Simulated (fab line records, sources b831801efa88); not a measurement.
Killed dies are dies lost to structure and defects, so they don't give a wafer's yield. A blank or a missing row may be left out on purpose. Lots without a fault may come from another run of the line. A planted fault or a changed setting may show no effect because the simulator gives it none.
Tool commonality check | flow sky130 | 12 lots, 36 wafers sampled

WHY IT WAS OPENED
At SKY_SONOS_ONO_THK_MEAS_05 the reading SONOS_ONO_CVD_04_THK is flagged on 3 of 12 lots. Wafers without a fault read 5.72 nm, standard deviation 0.091.
Rule: a lot is flagged when every wafer of it that has a number lies more than 4 standard deviations from that mean, or none has a number. The other lots count as sound.

lot  | measured     | on            | SONOS_ONO_CVD_04_THK (nm), wafer by wafer | flag
L126 | day 12 00:41 | film_metro-04 | 5.78 5.73 5.67                            |
L127 | day 12 10:34 | film_metro-03 | 5.62 5.59 5.56                            |
L129 | day 12 16:02 | film_metro-03 | 5.79 5.66 5.68                            |
L135 | day 14 21:52 | film_metro-01 | 5.69 5.71 5.62                            |
L136 | day 15 01:55 | film_metro-04 | 5.76 5.67 5.69                            |
L137 | day 15 10:09 | film_metro-04 | 5.76 5.79 5.83                            |
L138 | day 15 13:40 | film_metro-01 | 6.67 6.54 6.68                            | FLAGGED
L139 | day 16 02:59 | film_metro-01 | 6.76 6.66 6.69                            | FLAGGED
L140 | day 16 12:09 | film_metro-04 | 6.43 6.29 6.29                            | FLAGGED
L147 | day 18 15:17 | film_metro-03 | 5.71 5.77 5.65                            |
L148 | day 18 22:39 | film_metro-01 | 5.75 5.71 5.77                            |
L149 | day 19 08:39 | film_metro-04 | 5.66 5.77 5.66                            |
The numbers of the flagged lots are 6.56 nm on average: +0.84 nm against the usual, or +9 standard deviations.

WHICH TOOL RAN EACH LOT
The record holds 2 process steps before the reading, out of a route of 708 steps. In each cell: the tool, then ch and the chambers that the sampled wafers went through, then the start.
lot  | flag    | SKY_NWELL_STRIP_25                   | SKY_SONOS_ONO_CVD_04
L126 |         | plasma_asher-02 ch 0,1, day 5 10:26  | lpcvd-03 ch 0, day 11 23:26
L127 |         | plasma_asher-04 ch 0,1, day 5 18:37  | lpcvd-03 ch 1, day 12 09:17
L129 |         | plasma_asher-04 ch 0,1, day 6 01:40  | lpcvd-03 ch 1, day 12 14:45
L135 |         | plasma_asher-02 ch 1, day 7 16:32    | lpcvd-03 ch 0, day 14 20:37
L136 |         | plasma_asher-02 ch 1, day 7 23:22    | lpcvd-03 ch 1, day 15 00:40
L137 |         | plasma_asher-04 ch 0,1, day 8 05:29  | lpcvd-03 ch 0, day 15 08:53
L138 | FLAGGED | plasma_asher-02 ch 0,1, day 8 08:47  | lpcvd-03 ch 0, day 15 12:24
L139 | FLAGGED | plasma_asher-04 ch 0,1, day 8 14:44  | lpcvd-03 ch 0, day 16 01:44
L140 | FLAGGED | plasma_asher-02 ch 0,1, day 9 00:14  | lpcvd-03 ch 0, day 16 10:54
L147 |         | plasma_asher-04 ch 0,1, day 10 19:25 | lpcvd-03 ch 0, day 18 14:02
L148 |         | plasma_asher-02 ch 0,1, day 10 22:50 | lpcvd-03 ch 0, day 18 21:23
L149 |         | plasma_asher-02 ch 0,1, day 11 02:29 | lpcvd-03 ch 0, day 19 07:19
What these steps do:
- SKY_NWELL_STRIP_25: strips in O2/N2.
- SKY_SONOS_ONO_CVD_04: deposits SiO2 from SiH4/N2O, target thk 5.7199 nm.
- SKY_SONOS_ONO_THK_MEAS_05

FLAGGED OVER TOTAL, TOOL BY TOOL (the gauges that took the reading come last)
step                      | tool            | lots run | flagged | share of the flagged lots | sound lots run after its first flagged lot
SKY_NWELL_STRIP_25        | plasma_asher-02 | 7        | 2       | some                      | 2 (L148,L149)
SKY_NWELL_STRIP_25        | plasma_asher-04 | 5        | 1       | some                      | 1 (L147)
SKY_SONOS_ONO_CVD_04      | lpcvd-03        | 12       | 3       | all                       | 3 (L147,L148,L149)
SKY_SONOS_ONO_THK_MEAS_05 | film_metro-01   | 4        | 2       | some                      | 1 (L148)
SKY_SONOS_ONO_THK_MEAS_05 | film_metro-03   | 3        | 0       | none                      | -
SKY_SONOS_ONO_THK_MEAS_05 | film_metro-04   | 5        | 1       | some                      | 1 (L149)

WHAT THE TABLE ALLOWS
1 row of the table ran every flagged lot: lpcvd-03 at SKY_SONOS_ONO_CVD_04.
- lpcvd-03 at SKY_SONOS_ONO_CVD_04: 3 of its 12 lots flagged. Sound lots ran on it after the first flagged one (L147, L148, L149), which a lasting fault on the whole tool wouldn't allow.
No row of the table ran every flagged lot and no sound lot after the first.

WHAT THE SIMULATOR HAD PUT IN
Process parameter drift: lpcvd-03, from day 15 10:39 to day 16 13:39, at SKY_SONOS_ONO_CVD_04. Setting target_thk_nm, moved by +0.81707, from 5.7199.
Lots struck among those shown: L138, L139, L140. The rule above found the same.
